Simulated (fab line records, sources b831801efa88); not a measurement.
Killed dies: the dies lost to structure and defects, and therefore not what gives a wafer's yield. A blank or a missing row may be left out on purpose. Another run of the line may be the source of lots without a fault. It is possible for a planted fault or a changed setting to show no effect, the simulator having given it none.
Split-lot experiment || flow sky130 || on a route of 708 steps: 5 lots, 23 wafers read

## ON THE SPLIT
At SKY_METAL2_SPUTTER_04 (material TiN, target thk 70 nm, time 58.3 s), the setting power w was moved away from the recipe's 6500 W on 8 of the 23 wafers read, by +3.8% to +8.5%. All remaining wafers had this setting at the recipe value.

The reading is taken at the split's own step.

## THE READING
TiN_of_METAL2_SPUTTER_04.thk nm (the simulator's own value, which no gauge read), in nm, at SKY_METAL2_SPUTTER_04 (material TiN, target thk 70 nm, time 58.3 s). There is no usual value for it anywhere in the file. The 15 wafers here that ran the recipe average 70.16 nm, standard deviation 0.68 nm.

{"wafer": "L078.2", "tool, chamber at the split": "pvd sputter-01, -", "power w as run, W": 6500, "against the recipe": "recipe", "TiN_of_METAL2_SPUTTER_04.thk nm, nm": 68.94, "against lot-mates on the recipe": "-"}
{"wafer": "L078.4", "tool, chamber at the split": "pvd sputter-01, -", "power w as run, W": 6500, "against the recipe": "recipe", "TiN_of_METAL2_SPUTTER_04.thk nm, nm": 70.01, "against lot-mates on the recipe": "-"}
{"wafer": "L078.6", "tool, chamber at the split": "pvd sputter-01, -", "power w as run, W": 6500, "against the recipe": "recipe", "TiN_of_METAL2_SPUTTER_04.thk nm, nm": 70.6, "against lot-mates on the recipe": "-"}
{"wafer": "L079.1", "tool, chamber at the split": "pvd sputter-02, -", "power w as run, W": 7055, "against the recipe": "+8.5%", "TiN_of_METAL2_SPUTTER_04.thk nm, nm": 76.79, "against lot-mates on the recipe": "+6.30"}
{"wafer": "L079.2", "tool, chamber at the split": "pvd sputter-02, -", "power w as run, W": 6500, "against the recipe": "recipe", "TiN_of_METAL2_SPUTTER_04.thk nm, nm": 70.44, "against lot-mates on the recipe": "-"}
{"wafer": "L079.3", "tool, chamber at the split": "pvd sputter-02, -", "power w as run, W": 6500, "against the recipe": "recipe", "TiN_of_METAL2_SPUTTER_04.thk nm, nm": 70.54, "against lot-mates on the recipe": "-"}
{"wafer": "L079.5", "tool, chamber at the split": "pvd sputter-02, -", "power w as run, W": 7055, "against the recipe": "+8.5%", "TiN_of_METAL2_SPUTTER_04.thk nm, nm": 76.07, "against lot-mates on the recipe": "+5.58"}
{"wafer": "L079.6", "tool, chamber at the split": "pvd sputter-02, -", "power w as run, W": 7055, "against the recipe": "+8.5%", "TiN_of_METAL2_SPUTTER_04.thk nm, nm": 76.46, "against lot-mates on the recipe": "+5.97"}
{"wafer": "L081.1", "tool, chamber at the split": "pvd sputter-02, -", "power w as run, W": 6749, "against the recipe": "+3.8%", "TiN_of_METAL2_SPUTTER_04.thk nm, nm": 73.37, "against lot-mates on the recipe": "+3.15"}
{"wafer": "L081.2", "tool, chamber at the split": "pvd sputter-02, -", "power w as run, W": 6500, "against the recipe": "recipe", "TiN_of_METAL2_SPUTTER_04.thk nm, nm": 69.52, "against lot-mates on the recipe": "-"}
{"wafer": "L081.3", "tool, chamber at the split": "pvd sputter-02, -", "power w as run, W": 6749, "against the recipe": "+3.8%", "TiN_of_METAL2_SPUTTER_04.thk nm, nm": 73.48, "against lot-mates on the recipe": "+3.26"}
{"wafer": "L081.5", "tool, chamber at the split": "pvd sputter-02, -", "power w as run, W": 6500, "against the recipe": "recipe", "TiN_of_METAL2_SPUTTER_04.thk nm, nm": 71.39, "against lot-mates on the recipe": "-"}
{"wafer": "L081.6", "tool, chamber at the split": "pvd sputter-02, -", "power w as run, W": 6500, "against the recipe": "recipe", "TiN_of_METAL2_SPUTTER_04.thk nm, nm": 69.76, "against lot-mates on the recipe": "-"}
{"wafer": "L082.1", "tool, chamber at the split": "pvd sputter-04, -", "power w as run, W": 6500, "against the recipe": "recipe", "TiN_of_METAL2_SPUTTER_04.thk nm, nm": 70.17, "against lot-mates on the recipe": "-"}
{"wafer": "L082.3", "tool, chamber at the split": "pvd sputter-04, -", "power w as run, W": 6500, "against the recipe": "recipe", "TiN_of_METAL2_SPUTTER_04.thk nm, nm": 69.53, "against lot-mates on the recipe": "-"}
{"wafer": "L082.4", "tool, chamber at the split": "pvd sputter-04, -", "power w as run, W": 6500, "against the recipe": "recipe", "TiN_of_METAL2_SPUTTER_04.thk nm, nm": 69.36, "against lot-mates on the recipe": "-"}
{"wafer": "L082.5", "tool, chamber at the split": "pvd sputter-04, -", "power w as run, W": 6500, "against the recipe": "recipe", "TiN_of_METAL2_SPUTTER_04.thk nm, nm": 69.7, "against lot-mates on the recipe": "-"}
{"wafer": "L082.6", "tool, chamber at the split": "pvd sputter-04, -", "power w as run, W": 6500, "against the recipe": "recipe", "TiN_of_METAL2_SPUTTER_04.thk nm, nm": 70.67, "against lot-mates on the recipe": "-"}
{"wafer": "L084.1", "tool, chamber at the split": "pvd sputter-02, -", "power w as run, W": 6500, "against the recipe": "recipe", "TiN_of_METAL2_SPUTTER_04.thk nm, nm": 71.26, "against lot-mates on the recipe": "-"}
{"wafer": "L084.2", "tool, chamber at the split": "pvd sputter-02, -", "power w as run, W": 6850, "against the recipe": "+5.4%", "TiN_of_METAL2_SPUTTER_04.thk nm, nm": 74.25, "against lot-mates on the recipe": "+3.33"}
{"wafer": "L084.3", "tool, chamber at the split": "pvd sputter-02, -", "power w as run, W": 6850, "against the recipe": "+5.4%", "TiN_of_METAL2_SPUTTER_04.thk nm, nm": 74.23, "against lot-mates on the recipe": "+3.31"}
{"wafer": "L084.5", "tool, chamber at the split": "pvd sputter-02, -", "power w as run, W": 6500, "against the recipe": "recipe", "TiN_of_METAL2_SPUTTER_04.thk nm, nm": 70.58, "against lot-mates on the recipe": "-"}
{"wafer": "L084.6", "tool, chamber at the split": "pvd sputter-02, -", "power w as run, W": 6850, "against the recipe": "+5.4%", "TiN_of_METAL2_SPUTTER_04.thk nm, nm": 74.52, "against lot-mates on the recipe": "+3.60"}

THE FIT
A straight line over all 23 wafers: TiN_of_METAL2_SPUTTER_04.thk nm changes by +0.75 nm for each +1% of power w; r = +0.97; the points scatter about the line by 0.6 nm.
The same after taking each lot's own level away (the mean of its wafers on the recipe; 23 wafers): +0.69 nm for each +1%; r = +0.97; scatter 0.54 nm.
That fit puts the effect of the largest move of power w on the reading at 5.9 nm.
The lots' own levels span 69.850 to 70.920 nm, that is 1.6 times the standard deviation above.
Hence the lot-to-lot level has little effect on the slope; both slopes agree.
Check: with one of the wafers moved furthest among these (+8.5%) left out of the fit, the line predicts +5.8 nm for it against its lot-mates. It came out at +6.3 nm against them.

## OTHER SPLITS ON THESE WAFERS
Before the reading, these wafers also passed through other splits. Each is held against what the fit with the lots' levels taken away leaves over:
{"other split on the same wafers": "SKY_METAL1_COAT_10 resist thk nm", "wafers away from the commonest value": 5, "r with TiN_of_METAL2_SPUTTER_04.thk nm (lot level and that fit taken away)": -0.11}
{"other split on the same wafers": "SKY_METAL2_SPUTTER_01 power w", "wafers away from the commonest value": 9, "r with TiN_of_METAL2_SPUTTER_04.thk nm (lot level and that fit taken away)": "+0.12"}

## FILE'S OWN FIT
TiN_of_METAL2_SPUTTER_04.thk nm changes by +0.699 nm for each +1% of power w, r = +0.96.
